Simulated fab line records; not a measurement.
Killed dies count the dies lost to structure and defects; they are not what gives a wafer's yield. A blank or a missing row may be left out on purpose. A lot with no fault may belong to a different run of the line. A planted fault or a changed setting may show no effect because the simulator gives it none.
fab line records / flow sfq-line
record lots=15 wafers=44 last-day=83
route steps=325 shown I3@137
lots that met no fault: taken from a fault-free run of the same line
start-h: hours from the record's first day to the start of the lot's first wafer shown / wait-h: hours since the lot's step before / " identical to the entry in the row above / L1.1+2: a single row standing in for several wafers / - either no value or no given start / * or withheld: withheld / < > ~ a bound
route shown NAME@n: names a module that has steps shown in the file, with the first one's number in the route / usual: average and standard deviation across the fault-free wafers / same: alike in all rows / chamber/n: place in a boat / sites: readings site by site / _std_site: standard deviation of those values / _edge_site: inner sites' mean taken away from outer sites' mean / radius-mm: how far each site lies from the wafer's centre / mask NAME#n: copy n / behind: the last tool/chamber to shape the wafer / hold: the reason the lot was held/the length of the hold in hours/how it ended / device: transistor that didn't switch, given as n, p or np / end of line: tests run on the same wafers once the route is complete / where a step has no rows: the recipe by itself / killed: the dies lost at the first sort to structure and to defects; this is not the yield of the wafer / map: a wafer's dies, marking killed ones x, the rest . and places with no die _
set.NAME: the run value of the setting; set.NAME@STEP: its run value at that earlier step / model.NAME: the simulator's own value behind a step, which no gauge read
route steps across a sampled set of lots; one table per step, one row per wafer
services: from which hour (start-h, from the record's first day; less than 0 if before it) a tool's chamber was out of use, for how many hours, and why
## steps
# step SFQ_TRILAYER_I3_VIA_LITHO_COAT_090
# recipe resist=BARC spin-rpm=3000 resist-thk-nm=62
# usual resist-line-temp-C=23.01/0.1
lot.wafer=L317.2 tool=litho-track-03 chamber=0 start-h=673.55 wait-h=0.8 resist-line-temp-C=22.92
lot.wafer=L317.5 tool=litho-track-03 chamber=0 start-h=673.55 wait-h=0.8 resist-line-temp-C=22.85
lot.wafer=L317.6 tool=litho-track-03 chamber=0 start-h=673.55 wait-h=0.8 resist-line-temp-C=23.09
lot.wafer=L318.1 tool=litho-track-04 chamber=0 start-h=679.58 wait-h=1.1 resist-line-temp-C=22.93
lot.wafer=L318.4 tool=litho-track-04 chamber=0 start-h=679.58 wait-h=1.1 resist-line-temp-C=22.88
lot.wafer=L318.5 tool=litho-track-04 chamber=0 start-h=679.58 wait-h=1.1 resist-line-temp-C=22.86
lot.wafer=L319.1 tool=litho-track-04 chamber=0 start-h=682.43 wait-h=1.0 resist-line-temp-C=22.83
lot.wafer=L319.2 tool=litho-track-04 chamber=0 start-h=682.43 wait-h=1.0 resist-line-temp-C=22.93
lot.wafer=L319.3 tool=litho-track-04 chamber=0 start-h=682.43 wait-h=1.0 resist-line-temp-C=22.95
lot.wafer=L320.1 tool=litho-track-02 chamber=0 start-h=685.43 wait-h=1.0 resist-line-temp-C=23.00
lot.wafer=L320.4 tool=litho-track-02 chamber=0 start-h=685.43 wait-h=1.0 resist-line-temp-C=23.01
lot.wafer=L320.6 tool=litho-track-02 chamber=0 start-h=685.43 wait-h=1.0 resist-line-temp-C=23.07
lot.wafer=L321.1 tool=litho-track-04 chamber=0 start-h=726.42 wait-h=1.0 resist-line-temp-C=23.05
lot.wafer=L321.3 tool=litho-track-04 chamber=0 start-h=726.42 wait-h=1.0 resist-line-temp-C=23.12
lot.wafer=L321.5 tool=litho-track-04 chamber=0 start-h=726.42 wait-h=1.0 resist-line-temp-C=22.95
lot.wafer=L322.1 tool=litho-track-02 chamber=0 start-h=787.43 wait-h=1.0 resist-line-temp-C=23.14
lot.wafer=L322.3 tool=litho-track-02 chamber=0 start-h=787.43 wait-h=1.0 resist-line-temp-C=23.07
lot.wafer=L322.6 tool=litho-track-02 chamber=0 start-h=787.43 wait-h=1.0 resist-line-temp-C=22.99
lot.wafer=L323.1 tool=litho-track-04 chamber=0 start-h=793.43 wait-h=1.0 resist-line-temp-C=23.04
lot.wafer=L323.5 tool=litho-track-04 chamber=0 start-h=793.43 wait-h=1.0 resist-line-temp-C=23.01
lot.wafer=L323.6 tool=litho-track-04 chamber=0 start-h=793.43 wait-h=1.0 resist-line-temp-C=23.02
lot.wafer=L324.1 tool=litho-track-04 chamber=0 start-h=804.91 wait-h=1.0 resist-line-temp-C=22.97
lot.wafer=L324.4 tool=litho-track-04 chamber=0 start-h=804.91 wait-h=1.0 resist-line-temp-C=22.83
lot.wafer=L324.6 tool=litho-track-04 chamber=0 start-h=804.91 wait-h=1.0 resist-line-temp-C=22.93
lot.wafer=L325.4 tool=litho-track-03 chamber=0 start-h=811.58 wait-h=0.6 resist-line-temp-C=22.97
lot.wafer=L325.5 tool=litho-track-03 chamber=0 start-h=811.58 wait-h=0.6 resist-line-temp-C=23.18
lot.wafer=L325.6 tool=litho-track-03 chamber=0 start-h=811.58 wait-h=0.6 resist-line-temp-C=23.02
lot.wafer=L326.1 tool=litho-track-04 chamber=0 start-h=816.91 wait-h=1.0 resist-line-temp-C=23.10
lot.wafer=L326.3 tool=litho-track-04 chamber=0 start-h=816.91 wait-h=1.0 resist-line-temp-C=23.04
lot.wafer=L326.5 tool=litho-track-04 chamber=0 start-h=816.91 wait-h=1.0 resist-line-temp-C=22.97
lot.wafer=L328.1 tool=litho-track-03 chamber=0 start-h=835.53 wait-h=1.0 resist-line-temp-C=22.99
lot.wafer=L328.6 tool=litho-track-03 chamber=0 start-h=835.53 wait-h=1.0 resist-line-temp-C=23.03
lot.wafer=L330.1 tool=litho-track-03 chamber=0 start-h=844.53 wait-h=1.0 resist-line-temp-C=23.15
lot.wafer=L330.2 tool=litho-track-03 chamber=0 start-h=844.53 wait-h=1.0 resist-line-temp-C=23.06
lot.wafer=L330.3 tool=litho-track-03 chamber=0 start-h=844.53 wait-h=1.0 resist-line-temp-C=23.01
lot.wafer=L331.3 tool=litho-track-03 chamber=0 start-h=853.63 wait-h=0.7 resist-line-temp-C=23.19
lot.wafer=L331.4 tool=litho-track-03 chamber=0 start-h=853.63 wait-h=0.7 resist-line-temp-C=22.87
lot.wafer=L331.6 tool=litho-track-03 chamber=0 start-h=853.63 wait-h=0.7 resist-line-temp-C=22.99
lot.wafer=L336.2 tool=litho-track-04 chamber=0 start-h=898.58 wait-h=0.8 resist-line-temp-C=23.11
lot.wafer=L336.3 tool=litho-track-04 chamber=0 start-h=898.58 wait-h=0.8 resist-line-temp-C=22.92
lot.wafer=L336.5 tool=litho-track-04 chamber=0 start-h=898.58 wait-h=0.8 resist-line-temp-C=22.98
lot.wafer=L339.4 tool=litho-track-02 chamber=0 start-h=908.07 wait-h=0.6 resist-line-temp-C=23.01
lot.wafer=L339.5 tool=litho-track-02 chamber=0 start-h=908.07 wait-h=0.6 resist-line-temp-C=22.88
lot.wafer=L339.6 tool=litho-track-02 chamber=0 start-h=908.07 wait-h=0.6 resist-line-temp-C=22.98
# step SFQ_TRILAYER_I3_VIA_BARC_OPEN_VIA_ETCH_121
# recipe mask-material=PR chemistry=O2 target-depth-nm=125 target=BARC source-w=500 bias-w=80 pressure-mtorr=30 time-s=41.7
# usual drypump-motor-current-A=5.6/0.43 oes-product-au=0.685/0.0048 rf-fwd-power-W=493.9/2.1
lot.wafer=L317.2 tool=rie-diel-01 chamber=3 start-h=817.61 wait-h=0.0 drypump-motor-current-A=5.1 oes-product-au=0.685 rf-fwd-power-W=494.7 rf-hours-counter-h=4
lot.wafer=L317.5 tool=rie-diel-01 chamber=1 start-h=817.61 wait-h=0.0 drypump-motor-current-A=5.8 oes-product-au=0.680 rf-fwd-power-W=498.5 rf-hours-counter-h=-
lot.wafer=L317.6 tool=rie-diel-01 chamber=2 start-h=817.61 wait-h=0.0 drypump-motor-current-A=5.7 oes-product-au=0.686 rf-fwd-power-W=492.9 rf-hours-counter-h=-
lot.wafer=L318.1 tool=rie-diel-04 chamber=0 start-h=826.01 wait-h=0.0 drypump-motor-current-A=6.1 oes-product-au=0.683 rf-fwd-power-W=493.0 rf-hours-counter-h=22
lot.wafer=L318.4 tool=rie-diel-04 chamber=2 start-h=826.01 wait-h=0.0 drypump-motor-current-A=5.6 oes-product-au=0.683 rf-fwd-power-W=494.8 rf-hours-counter-h=9
lot.wafer=L318.5 tool=rie-diel-04 chamber=2 start-h=826.01 wait-h=0.0 drypump-motor-current-A=5.5 oes-product-au=0.683 rf-fwd-power-W=495.6 rf-hours-counter-h=-
lot.wafer=L319.1 tool=rie-diel-02 chamber=0 start-h=829.61 wait-h=0.0 drypump-motor-current-A=6.4 oes-product-au=0.672 rf-fwd-power-W=495.5 rf-hours-counter-h=19
lot.wafer=L319.2 tool=rie-diel-02 chamber=2 start-h=829.61 wait-h=0.0 drypump-motor-current-A=5.6 oes-product-au=0.687 rf-fwd-power-W=492.7 rf-hours-counter-h=13
lot.wafer=L319.3 tool=rie-diel-02 chamber=1 start-h=829.61 wait-h=0.0 drypump-motor-current-A=5.1 oes-product-au=0.679 rf-fwd-power-W=492.6 rf-hours-counter-h=6
lot.wafer=L320.1 tool=rie-diel-04 chamber=2 start-h=832.01 wait-h=0.0 drypump-motor-current-A=5.5 oes-product-au=0.680 rf-fwd-power-W=494.0 rf-hours-counter-h=9
lot.wafer=L320.4 tool=rie-diel-04 chamber=1 start-h=832.01 wait-h=0.0 drypump-motor-current-A=4.8 oes-product-au=0.677 rf-fwd-power-W=497.7 rf-hours-counter-h=11
lot.wafer=L320.6 tool=rie-diel-04 chamber=1 start-h=832.01 wait-h=0.0 drypump-motor-current-A=4.8 oes-product-au=0.672 rf-fwd-power-W=493.8 rf-hours-counter-h=-
lot.wafer=L321.1 tool=rie-diel-04 chamber=1 start-h=874.26 wait-h=0.0 drypump-motor-current-A=4.8 oes-product-au=0.685 rf-fwd-power-W=494.5 rf-hours-counter-h=12
lot.wafer=L321.3 tool=rie-diel-04 chamber=2 start-h=874.26 wait-h=0.0 drypump-motor-current-A=5.5 oes-product-au=0.683 rf-fwd-power-W=495.0 rf-hours-counter-h=10
lot.wafer=L321.5 tool=rie-diel-04 chamber=3 start-h=874.26 wait-h=0.0 drypump-motor-current-A=5.6 oes-product-au=0.686 rf-fwd-power-W=493.1 rf-hours-counter-h=-
lot.wafer=L322.1 tool=rie-diel-02 chamber=1 start-h=919.77 wait-h=0.0 drypump-motor-current-A=5.1 oes-product-au=0.681 rf-fwd-power-W=494.6 rf-hours-counter-h=7
lot.wafer=L322.3 tool=rie-diel-02 chamber=2 start-h=919.77 wait-h=0.0 drypump-motor-current-A=5.6 oes-product-au=0.685 rf-fwd-power-W=492.8 rf-hours-counter-h=14
lot.wafer=L322.6 tool=rie-diel-02 chamber=3 start-h=919.77 wait-h=0.0 drypump-motor-current-A=5.3 oes-product-au=0.684 rf-fwd-power-W=496.0 rf-hours-counter-h=-
lot.wafer=L323.1 tool=rie-diel-02 chamber=3 start-h=928.17 wait-h=0.0 drypump-motor-current-A=5.3 oes-product-au=0.691 rf-fwd-power-W=492.0 rf-hours-counter-h=19
lot.wafer=L323.5 tool=rie-diel-02 chamber=1 start-h=928.17 wait-h=0.0 drypump-motor-current-A=5.1 oes-product-au=0.683 rf-fwd-power-W=493.7 rf-hours-counter-h=-
lot.wafer=L323.6 tool=rie-diel-02 chamber=2 start-h=928.17 wait-h=0.0 drypump-motor-current-A=5.6 oes-product-au=0.686 rf-fwd-power-W=492.8 rf-hours-counter-h=-
lot.wafer=L324.1 tool=rie-diel-02 chamber=2 start-h=937.57 wait-h=0.0 drypump-motor-current-A=5.6 oes-product-au=0.679 rf-fwd-power-W=495.1 rf-hours-counter-h=14
lot.wafer=L324.4 tool=rie-diel-02 chamber=3 start-h=937.57 wait-h=0.0 drypump-motor-current-A=5.3 oes-product-au=0.692 rf-fwd-power-W=494.9 rf-hours-counter-h=19
lot.wafer=L324.6 tool=rie-diel-02 chamber=3 start-h=937.57 wait-h=0.0 drypump-motor-current-A=5.3 oes-product-au=0.688 rf-fwd-power-W=495.4 rf-hours-counter-h=-
lot.wafer=L325.4 tool=rie-diel-01 chamber=3 start-h=945.24 wait-h=0.0 drypump-motor-current-A=5.2 oes-product-au=0.681 rf-fwd-power-W=492.7 rf-hours-counter-h=5
lot.wafer=L325.5 tool=rie-diel-01 chamber=0 start-h=945.24 wait-h=0.0 drypump-motor-current-A=5.8 oes-product-au=0.685 rf-fwd-power-W=491.8 rf-hours-counter-h=-
lot.wafer=L325.6 tool=rie-diel-01 chamber=1 start-h=945.24 wait-h=0.0 drypump-motor-current-A=5.8 oes-product-au=0.689 rf-fwd-power-W=495.7 rf-hours-counter-h=-
lot.wafer=L326.1 tool=rie-diel-01 chamber=0 start-h=952.57 wait-h=0.0 drypump-motor-current-A=5.8 oes-product-au=0.689 rf-fwd-power-W=492.8 rf-hours-counter-h=17
lot.wafer=L326.3 tool=rie-diel-01 chamber=1 start-h=952.57 wait-h=0.0 drypump-motor-current-A=5.8 oes-product-au=0.691 rf-fwd-power-W=491.9 rf-hours-counter-h=15
lot.wafer=L326.5 tool=rie-diel-01 chamber=1 start-h=952.57 wait-h=0.0 drypump-motor-current-A=5.8 oes-product-au=0.689 rf-fwd-power-W=496.2 rf-hours-counter-h=-
lot.wafer=L328.1 tool=rie-diel-02 chamber=2 start-h=974.85 wait-h=0.0 drypump-motor-current-A=5.6 oes-product-au=0.724 rf-fwd-power-W=495.4 rf-hours-counter-h=15
lot.wafer=L328.6 tool=rie-diel-02 chamber=1 start-h=974.85 wait-h=0.0 drypump-motor-current-A=5.1 oes-product-au=0.722 rf-fwd-power-W=496.9 rf-hours-counter-h=-
lot.wafer=L330.1 tool=rie-diel-04 chamber=2 start-h=982.75 wait-h=0.0 drypump-motor-current-A=5.5 oes-product-au=0.722 rf-fwd-power-W=492.7 rf-hours-counter-h=13
lot.wafer=L330.2 tool=rie-diel-04 chamber=0 start-h=982.75 wait-h=0.0 drypump-motor-current-A=6.1 oes-product-au=0.684 rf-fwd-power-W=493.1 rf-hours-counter-h=1
lot.wafer=L330.3 tool=rie-diel-04 chamber=3 start-h=982.75 wait-h=0.0 drypump-motor-current-A=5.6 oes-product-au=0.699 rf-fwd-power-W=492.4 rf-hours-counter-h=16
lot.wafer=L331.3 tool=rie-diel-01 chamber=0 start-h=990.95 wait-h=0.0 drypump-motor-current-A=5.8 oes-product-au=0.687 rf-fwd-power-W=488.0 rf-hours-counter-h=18
lot.wafer=L331.4 tool=rie-diel-01 chamber=1 start-h=990.95 wait-h=0.0 drypump-motor-current-A=5.8 oes-product-au=0.693 rf-fwd-power-W=497.0 rf-hours-counter-h=15
lot.wafer=L331.6 tool=rie-diel-01 chamber=3 start-h=990.95 wait-h=0.0 drypump-motor-current-A=5.1 oes-product-au=0.715 rf-fwd-power-W=492.6 rf-hours-counter-h=-
lot.wafer=L336.2 tool=rie-diel-01 chamber=3 start-h=1036.67 wait-h=0.0 drypump-motor-current-A=5.1 oes-product-au=0.689 rf-fwd-power-W=495.7 rf-hours-counter-h=7
lot.wafer=L336.3 tool=rie-diel-01 chamber=2 start-h=1036.67 wait-h=0.0 drypump-motor-current-A=5.6 oes-product-au=0.684 rf-fwd-power-W=492.0 rf-hours-counter-h=3
lot.wafer=L336.5 tool=rie-diel-01 chamber=3 start-h=1036.67 wait-h=0.0 drypump-motor-current-A=5.1 oes-product-au=0.688 rf-fwd-power-W=495.3 rf-hours-counter-h=-
lot.wafer=L339.4 tool=rie-diel-02 chamber=0 start-h=1049.87 wait-h=0.0 drypump-motor-current-A=6.4 oes-product-au=0.679 rf-fwd-power-W=496.5 rf-hours-counter-h=2
lot.wafer=L339.5 tool=rie-diel-02 chamber=2 start-h=1049.87 wait-h=0.0 drypump-motor-current-A=5.6 oes-product-au=0.681 rf-fwd-power-W=495.0 rf-hours-counter-h=-
lot.wafer=L339.6 tool=rie-diel-02 chamber=1 start-h=1049.87 wait-h=0.0 drypump-motor-current-A=5.1 oes-product-au=0.688 rf-fwd-power-W=492.0 rf-hours-counter-h=-
## services
tool=rie-diel-01 chamber=- start-h=693.52 hours=0.2 kind=repair
tool=rie-diel-02 chamber=3 start-h=702.84 hours=13.0 kind=repair
tool=rie-diel-01 chamber=2 start-h=707.36 hours=5.3 kind=repair
tool=rie-diel-04 chamber=2 start-h=730.58 hours=3.6 kind=repair
tool=rie-diel-04 chamber=- start-h=818.96 hours=0.2 kind=repair
tool=rie-diel-01 chamber=- start-h=827.51 hours=14.6 kind=pm
tool=rie-diel-04 chamber=0 start-h=837.82 hours=5.7 kind=repair
tool=rie-diel-01 chamber=2 start-h=842.11 hours=- kind=clean
tool=rie-diel-01 chamber=2 start-h=842.11 hours=17.0 kind=scheduled-down
tool=rie-diel-01 chamber=2 start-h=842.11 hours=17.0 kind=vent-cycle
tool=rie-diel-02 chamber=0 start-h=860.31 hours=4.4 kind=repair
tool=rie-diel-04 chamber=- start-h=866.32 hours=2.8 kind=pm
tool=rie-diel-04 chamber=0 start-h=919.96 hours=- kind=clean
tool=rie-diel-01 chamber=3 start-h=923.86 hours=16.6 kind=repair
tool=rie-diel-04 chamber=- start-h=930.64 hours=0.7 kind=repair
tool=rie-diel-04 chamber=3 start-h=932.66 hours=8.8 kind=repair
tool=rie-diel-04 chamber=1 start-h=936.45 hours=9.8 kind=repair
tool=rie-diel-02 chamber=0 start-h=938.58 hours=- kind=clean
tool=rie-diel-02 chamber=0 start-h=938.58 hours=19.6 kind=scheduled-down
tool=rie-diel-02 chamber=0 start-h=938.58 hours=19.6 kind=vent-cycle
tool=rie-diel-04 chamber=0 start-h=968.58 hours=8.1 kind=repair
tool=rie-diel-02 chamber=3 start-h=977.38 hours=5.6 kind=repair
tool=rie-diel-02 chamber=2 start-h=988.02 hours=7.2 kind=repair
tool=rie-diel-04 chamber=0 start-h=1034.08 hours=5.0 kind=repair
## key
first-sign step=SFQ_TRILAYER_I3_VIA_BARC_OPEN_VIA_ETCH_121 reading=oes-product-au direction=up sigmas=7.3 usual=0.685 struck=0.720
effect none on later readings
met-at SFQ_TRILAYER_I3_VIA_LITHO_COAT_090
struck-lots L328,L330,L331
struck-wafers L328.1,L328.6,L330.1,L331.6
onset-between 811.58 835.53
fault kind=process-parameter-drift tool=litho-track-03 chamber=- onset-h=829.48 steps=SFQ_TRILAYER_I3_VIA_LITHO_COAT_090 channel=resist-thk-nm offset=6.5211 shape=step end-h=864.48 scope=struck-wafers-only acts-in=these-recipes-only stated=62
